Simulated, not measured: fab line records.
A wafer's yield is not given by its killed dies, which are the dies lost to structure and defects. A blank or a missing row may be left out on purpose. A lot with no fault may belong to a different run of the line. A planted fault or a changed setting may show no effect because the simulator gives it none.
2 desks, one fault    flow sky130    what lay behind the numbers comes last; until then each desk has only its own

== AT THE TOOL OWNER'S DESK: litho_track-02 ==
The tool's own readings at SKY_NWELL_COAT_18 (resist thk 3000 nm): means of the sampled wafers that have a number, for each lot that ran on this tool. If a lot's mean is further than 4 standard deviations from the usual mean, the lot is out of limits and carries the mark OUT (the distance appears in the brackets).
Columns: A = chill_plate_temp_C at SKY_NWELL_COAT_18, usual 23.01 C; B = dispense_pressure_kPa at SKY_NWELL_COAT_18, usual 49 kPa
lot   first seen here  A      B
L970  day 5 16:22      23.03  56
L978  day 7 14:13      22.85  56
L990  day 10 16:13     22.91  56
This desk's verdict: no lot among the 3 shows anything out of limits.

== METROLOGY DESK ==
Means of the sampled wafers that have a number, per lot and without regard to the tool the lot ran on: this is what the gauges read. If a lot's mean is further than 4 standard deviations from the usual mean, the lot is out of limits and carries the mark OUT (the distance appears in the brackets).
Columns: A = DNWELL_TW at SKY_DNWELL_TW_MEAS_09, usual 1114; B = PWDE_OVL at SKY_PWDE_OVL_MEAS_07, usual 0.9 nm; C = NWELL_01_OVL at SKY_NWELL_OVL_MEAS_23, usual -0.4 nm
lot   first seen here  A     B     C
L967  day 3 03:32      1107  0.3   0.2
L968  day 3 08:47      1112  0.3   0.2
L969  day 3 15:29      1112  -0.1  -0.0
L970  day 3 20:58      1107  1.6   -1.7
L973  day 4 10:23      1118  2.9   -0.8
L974  day 4 17:37      1123  1.4   1.0
L975  day 4 22:55      1119  -0.6  -0.7
L976  day 5 04:43      1123  1.0   -0.1
L977  day 5 09:49      1107  0.9   -0.6
L978  day 5 14:47      1120  -0.9  -0.2
L986  day 7 11:07      1104  -1.6  -
L987  day 7 15:42      1106  0.4   -
L989  day 8 03:49      1114  0.8   1.1
L990  day 8 09:44      1114  2.2   -0.3
This desk's verdict: no lot among the 14 shows anything out of limits.

== ALL TOGETHER ==
The tool owner's desk saw nothing out of limits.
Nothing out of limits was seen by the metrology desk.

== WHAT THE SIMULATOR HAD INSERTED ==
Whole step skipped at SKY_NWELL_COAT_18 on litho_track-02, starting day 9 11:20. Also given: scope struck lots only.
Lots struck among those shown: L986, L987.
